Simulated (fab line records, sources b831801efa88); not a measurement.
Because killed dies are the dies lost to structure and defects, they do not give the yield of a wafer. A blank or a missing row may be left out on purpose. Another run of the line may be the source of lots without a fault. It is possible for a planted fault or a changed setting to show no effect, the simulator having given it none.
Which of the tools did it? | flow gf180mcu | 42 wafers from 14 lots sampled at 2 of the route's 602 steps

## WHAT THE GAUGES READ, wafer by wafer
GF_CONTACT_THK_MEAS_26: measures by xrf.
lot  | measured     | on            | CONTACT_W_THK (nm)
L336 | day 16 04:32 | film metro-02 | 287 289 293
L337 | day 16 10:17 | film metro-02 | 293 295 289
L338 | day 16 23:02 | film metro-02 | 296 291 295
L339 | day 17 07:31 | film metro-02 | 291 287 285
L340 | day 17 16:01 | film metro-03 | 294 295 290
L341 | day 18 04:31 | film metro-03 | 299 293 297
L346 | day 20 04:05 | film metro-03 | 301 303 299
L347 | day 20 11:39 | film metro-02 | 294 295 295
L348 | day 20 18:37 | film metro-03 | 294 293 298
L350 | day 21 11:38 | film metro-03 | 292 289 287
L355 | day 22 23:19 | film metro-02 | 288 285 283
L356 | day 23 10:49 | film metro-02 | 291 284 288
L357 | day 23 17:10 | film metro-03 | 295 292 295
L359 | day 24 07:15 | film metro-02 | 297 294 297

## WHICH TOOL RAN EACH LOT (tool, then ch and the chambers of the sampled wafers, then the start)
lot  | GF_HV_LDD_DEVELOP_18
L336 | litho track-01 ch 0, day 10 18:55
L337 | litho track-01 ch 0, day 11 01:16
L338 | litho track-01 ch 0, day 11 11:23
L339 | litho track-02 ch 0, day 11 16:04
L340 | litho track-03 ch 0, day 12 01:25
L341 | litho track-01 ch 0, day 12 11:44
L346 | litho track-02 ch 0, day 14 03:20
L347 | litho track-02 ch 0, day 14 07:50
L348 | litho track-01 ch 0, day 14 15:14
L350 | litho track-01 ch 0, day 15 06:39
L355 | litho track-02 ch 0, day 16 16:41
L356 | litho track-01 ch 0, day 17 04:38
L357 | litho track-01 ch 0, day 17 10:11
L359 | litho track-03 ch 0, day 18 00:49
- GF_HV_LDD_DEVELOP_18: develop time 60 s.

## WHAT THE TOOLS THEMSELVES READ (means of the sampled wafers that have a number; where no wafer has one, the mark that the record gives instead)
GF_HV_LDD_DEVELOP_18.
lot  | tool           | chill plate temp C (C) | developer temp C (C) | exhaust pa (Pa)
L336 | litho track-01 | 23.02                  | 23.06                | 44.5
L337 | litho track-01 | 22.80                  | 22.94                | 44.5
L338 | litho track-01 | 22.96                  | 22.88                | 45.2
L339 | litho track-02 | 22.98                  | 22.94                | 46.1
L340 | litho track-03 | 23.00                  | 23.00                | 44.8
L341 | litho track-01 | 23.09                  | 22.92                | 45.5
L346 | litho track-02 | 22.86                  | 23.01                | 44.6
L347 | litho track-02 | 22.99                  | 22.96                | 45.5
L348 | litho track-01 | 22.99                  | 23.04                | 45.4
L350 | litho track-01 | 23.04                  | 23.12                | 44.4
L355 | litho track-02 | 22.91                  | 23.12                | 46.0
L356 | litho track-01 | 23.00                  | 22.27                | 45.7
L357 | litho track-01 | 22.98                  | 22.36                | 44.5
L359 | litho track-03 | 23.02                  | 23.03                | 45.6

## THE ANSWER, worked out from the rows above alone
Rule: the usual values come from the lots themselves. Put in order of their means at a reading, lots are off if they are a third of the lots or fewer, leave a main group of 4 or more, and stand apart from it by a gap of 3 or more times the standard deviation of the main group's means; of several such gaps the widest counts. If all means in a main group match to the digits the tables above print for the reading, that group is not used. Also off: a lot with no number at a reading for which 4 or more lots have one. The other lots that the step has rows for count as sound. The gauges are gone through in route order, then the tools' own readings, and for those a lot's mean is taken as printed above. At the first step where some lot is off, the reading lying furthest off is the one used; lots without a number count as furthest.
Off, at GF_HV_LDD_DEVELOP_18 on developer temp C: L356, L357. Main group: mean 23.00 C, sd 0.073.
If a tool, at that step or one of the process steps before it, ran each lot that is off and ran no sound lot following the first of them, it fits. One fits: GF_HV_LDD_DEVELOP_18 on litho track-01. Its last sound lot is L350 (day 15 06:39), its first lot that is off L356 (day 17 04:38): a fault that began between those two fits.
On the lots that are off, the tool's own readings at GF_HV_LDD_DEVELOP_18 differ by more than 5 times the standard deviation of the sound lots' means, which bears it out; developer temp C reads 22.31 C there versus 23.00 C on the sound lots.

## WHAT THE SIMULATOR HAD PUT IN
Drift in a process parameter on litho track-01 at GF_HV_LDD_DEVELOP_18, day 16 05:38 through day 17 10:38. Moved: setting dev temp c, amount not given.
Lots struck among those shown: L356, L357. The rule above found the same.
